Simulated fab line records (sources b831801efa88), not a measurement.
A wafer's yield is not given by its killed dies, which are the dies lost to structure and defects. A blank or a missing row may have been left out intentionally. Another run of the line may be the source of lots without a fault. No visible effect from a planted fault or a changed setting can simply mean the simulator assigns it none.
Problem report, 8D (eight disciplines) form, completed by code | flow gf180mcu | the parts of the form that need people (team, actions taken, sign-off) are left out

== 1. WHAT IS WRONG ==
Mean of oes_product_au at GF_HV_LDD_ETCHBACK_58: 0.780 a.u. across 2 wafers in 2 lots; on wafers with no fault it is 0.841 a.u. (standard deviation 0.0075). Measured from the usual mean, that is -8.2 standard deviations.
The step: etches Si3N4 in CH3F/O2, stops on SiO2, time 100 s, target depth 90 nm.
The first sign was on wafer L748.2 at day 17 12:46, on rie_diel-03. Wafers with a number at this step in the record: 38, from 14 lots. By rule, "out" or "out of limits" means more than 4 standard deviations away from the usual mean. Any other wafer with a number is counted as sound.

== 2. WHAT IT IS AND WHAT IT IS NOT ==
question                    | is                     | is not
which readings at this step | oes_product_au         | chamber_pressure_mTorr, drypump_motor_current_A, throttle_valve_pct
which lots                  | L748, L749             | L735, L736, L737, L739, L740, L741, L742, L743, L744, L751, L754, L756
which wafers of those lots  | all that have a number | -
read on which tools         | rie_diel-03            | rie_diel-01, rie_diel-02
when                        | from day 17 12:46      | up to then (27 sound wafers); but 9 sound wafers of L751, L754, L756 came after

== 3. SUSPECTS, AND WHAT RULES EACH OUT ==
Counting: any tool at a process step up to the reading is kept as a suspect provided that every lot that is out went through it and no sound lot did after the first of them.
- rie_diel-03 at GF_HV_LDD_ETCHBACK_58 (etches Si3N4 in CH3F/O2, stops on SiO2, time 100 s, target depth 90 nm): kept. All lots that are out passed through it, beginning with L748 at day 17 12:46, and no sound lot followed; its final sound lot before that point was L744 at day 16 12:08. Its own readings are out on those wafers: oes_product_au.
After counting, what remains is rie_diel-03 at GF_HV_LDD_ETCHBACK_58.

== 4. THE CAUSE (what the simulator had put in) ==
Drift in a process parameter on rie_diel-03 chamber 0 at GF_HV_LDD_ETCHBACK_58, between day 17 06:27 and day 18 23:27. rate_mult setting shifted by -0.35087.
After counting, this tool was the only one left.

== 5. THE EFFECT CHAIN, in route order ==
Each row: a reading where the mean over the struck wafers with a number is more than 3 standard deviations away from the usual. Readings are gone through only where the record gives a usual standard deviation; hours: the median, over the lots, of the time from a lot's start at the first step in this table giving one to that lot's start at this step; sigmas: the change measured in usual standard deviations.
hours | step                  | reading        | usual      | on struck wafers | change | sigmas
0     | GF_HV_LDD_ETCHBACK_58 | oes_product_au | 0.841 a.u. | 0.780            | -0.061 | -8.2
Its process steps:
- GF_HV_LDD_ETCHBACK_58: etches Si3N4 in CH3F/O2, stops on SiO2, time 100 s, target depth 90 nm.

== 6. WHAT WOULD HAVE CAUGHT IT SOONER ==
The fault began at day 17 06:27; the first out-of-limits reading in this record came at day 17 12:46, 6 hours later.
